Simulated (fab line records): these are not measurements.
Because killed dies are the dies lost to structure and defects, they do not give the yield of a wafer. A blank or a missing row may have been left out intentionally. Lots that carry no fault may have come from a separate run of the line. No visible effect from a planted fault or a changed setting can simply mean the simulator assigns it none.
Check for tools in common || flow sky130 || 42 wafers sampled across 14 lots

== REASON IT WAS OPENED ==
At SKY_LDD_HVP_TW_MEAS_10 the reading LDD_HVP_TW is flagged on 2 of 14 lots. Wafers without a fault read 460, standard deviation 3.7.
Rule: a lot is flagged when every wafer of it that has a number lies more than 4 standard deviations from that mean, or none has a number. As for the other lots, they are considered sound.

{"lot": "L860", "measured": "day 21 20:05", "on": "film_metro-04", "LDD_HVP_TW, wafer by wafer": "464 463 463", "flag": ""}
{"lot": "L864", "measured": "day 22 19:52", "on": "film_metro-04", "LDD_HVP_TW, wafer by wafer": "462 462 461", "flag": ""}
{"lot": "L867", "measured": "day 24 12:49", "on": "film_metro-04", "LDD_HVP_TW, wafer by wafer": "404 406 405", "flag": "FLAGGED"}
{"lot": "L868", "measured": "day 24 16:43", "on": "film_metro-01", "LDD_HVP_TW, wafer by wafer": "398 399 398", "flag": "FLAGGED"}
{"lot": "L873", "measured": "day 26 10:28", "on": "film_metro-01", "LDD_HVP_TW, wafer by wafer": "461 460 456", "flag": ""}
{"lot": "L874", "measured": "day 26 20:13", "on": "film_metro-03", "LDD_HVP_TW, wafer by wafer": "453 457 451", "flag": ""}
{"lot": "L875", "measured": "day 27 05:42", "on": "film_metro-04", "LDD_HVP_TW, wafer by wafer": "463 463 465", "flag": ""}
{"lot": "L876", "measured": "day 27 14:58", "on": "film_metro-01", "LDD_HVP_TW, wafer by wafer": "459 462 458", "flag": ""}
{"lot": "L878", "measured": "day 28 04:58", "on": "film_metro-04", "LDD_HVP_TW, wafer by wafer": "462 465 459", "flag": ""}
{"lot": "L879", "measured": "day 28 07:09", "on": "film_metro-04", "LDD_HVP_TW, wafer by wafer": "464 462 462", "flag": ""}
{"lot": "L880", "measured": "day 28 14:23", "on": "film_metro-03", "LDD_HVP_TW, wafer by wafer": "457 457 454", "flag": ""}
{"lot": "L881", "measured": "day 29 02:20", "on": "film_metro-01", "LDD_HVP_TW, wafer by wafer": "461 461 460", "flag": ""}
{"lot": "L882", "measured": "day 29 05:56", "on": "film_metro-03", "LDD_HVP_TW, wafer by wafer": "456 454 456", "flag": ""}
{"lot": "L883", "measured": "day 29 18:09", "on": "film_metro-01", "LDD_HVP_TW, wafer by wafer": "459 457 458", "flag": ""}
The numbers of the flagged lots are 402 on average: -58 against the usual, or -16 standard deviations.

== TOOL THAT RAN EACH LOT ==
The record holds 1 process step before the reading, out of a route of 708 steps. Cell contents, in order: the tool; ch with the chambers the sampled wafers went through; the start.
{"lot": "L860", "flag": "", "SKY_LDD_HVP_IMPLANT_08": "implanter-02 ch 0, day 21 19:50"}
{"lot": "L864", "flag": "", "SKY_LDD_HVP_IMPLANT_08": "implanter-02 ch 0, day 22 19:38"}
{"lot": "L867", "flag": "FLAGGED", "SKY_LDD_HVP_IMPLANT_08": "implanter-02 ch 0, day 24 12:34"}
{"lot": "L868", "flag": "FLAGGED", "SKY_LDD_HVP_IMPLANT_08": "implanter-02 ch 0, day 24 16:29"}
{"lot": "L873", "flag": "", "SKY_LDD_HVP_IMPLANT_08": "implanter-03 ch 0, day 26 10:14"}
{"lot": "L874", "flag": "", "SKY_LDD_HVP_IMPLANT_08": "implanter-03 ch 0, day 26 19:59"}
{"lot": "L875", "flag": "", "SKY_LDD_HVP_IMPLANT_08": "implanter-04 ch 0, day 27 05:27"}
{"lot": "L876", "flag": "", "SKY_LDD_HVP_IMPLANT_08": "implanter-02 ch 0, day 27 14:44"}
{"lot": "L878", "flag": "", "SKY_LDD_HVP_IMPLANT_08": "implanter-03 ch 0, day 28 04:44"}
{"lot": "L879", "flag": "", "SKY_LDD_HVP_IMPLANT_08": "implanter-02 ch 0, day 28 06:54"}
{"lot": "L880", "flag": "", "SKY_LDD_HVP_IMPLANT_08": "implanter-04 ch 0, day 28 14:10"}
{"lot": "L881", "flag": "", "SKY_LDD_HVP_IMPLANT_08": "implanter-02 ch 0, day 29 02:05"}
{"lot": "L882", "flag": "", "SKY_LDD_HVP_IMPLANT_08": "implanter-02 ch 0, day 29 05:41"}
{"lot": "L883", "flag": "", "SKY_LDD_HVP_IMPLANT_08": "implanter-03 ch 0, day 29 17:55"}
What the steps here do:
- SKY_LDD_HVP_IMPLANT_08
- SKY_LDD_HVP_TW_MEAS_10

== FLAGGED AGAINST TOTAL, ONE TOOL AT A TIME (gauges that did the reading follow at the end) ==
{"step": "SKY_LDD_HVP_IMPLANT_08", "tool": "implanter-02", "lots run": 8, "flagged": 2, "share of the flagged lots": "all", "sound lots run after its first flagged lot": "4 (L876,L879,L881,L882)"}
{"step": "SKY_LDD_HVP_IMPLANT_08", "tool": "implanter-03", "lots run": 4, "flagged": 0, "share of the flagged lots": "none", "sound lots run after its first flagged lot": "-"}
{"step": "SKY_LDD_HVP_IMPLANT_08", "tool": "implanter-04", "lots run": 2, "flagged": 0, "share of the flagged lots": "none", "sound lots run after its first flagged lot": "-"}
{"step": "SKY_LDD_HVP_TW_MEAS_10", "tool": "film_metro-01", "lots run": 5, "flagged": 1, "share of the flagged lots": "some", "sound lots run after its first flagged lot": "4 (L873,L876,L881,L883)"}
{"step": "SKY_LDD_HVP_TW_MEAS_10", "tool": "film_metro-03", "lots run": 3, "flagged": 0, "share of the flagged lots": "none", "sound lots run after its first flagged lot": "-"}
{"step": "SKY_LDD_HVP_TW_MEAS_10", "tool": "film_metro-04", "lots run": 6, "flagged": 1, "share of the flagged lots": "some", "sound lots run after its first flagged lot": "3 (L875,L878,L879)"}

== THE TABLE: WHAT IT ALLOWS ==
In the table, 1 row covers all flagged lots: implanter-02 at SKY_LDD_HVP_IMPLANT_08.
- implanter-02 at SKY_LDD_HVP_IMPLANT_08 ran 8 lots, 2 of them flagged. Sound lots ran on it after the first flagged one (L876, L879, L881, L882), which a lasting fault on the whole tool wouldn't allow. Its own readings lie more than 4 standard deviations out on every wafer of the flagged lots: dose_ions_cm2, faraday_current_uA.
There is no row in the table that ran each flagged lot and no sound lot after the first.

== WHAT THE SIMULATOR HAD PUT IN ==
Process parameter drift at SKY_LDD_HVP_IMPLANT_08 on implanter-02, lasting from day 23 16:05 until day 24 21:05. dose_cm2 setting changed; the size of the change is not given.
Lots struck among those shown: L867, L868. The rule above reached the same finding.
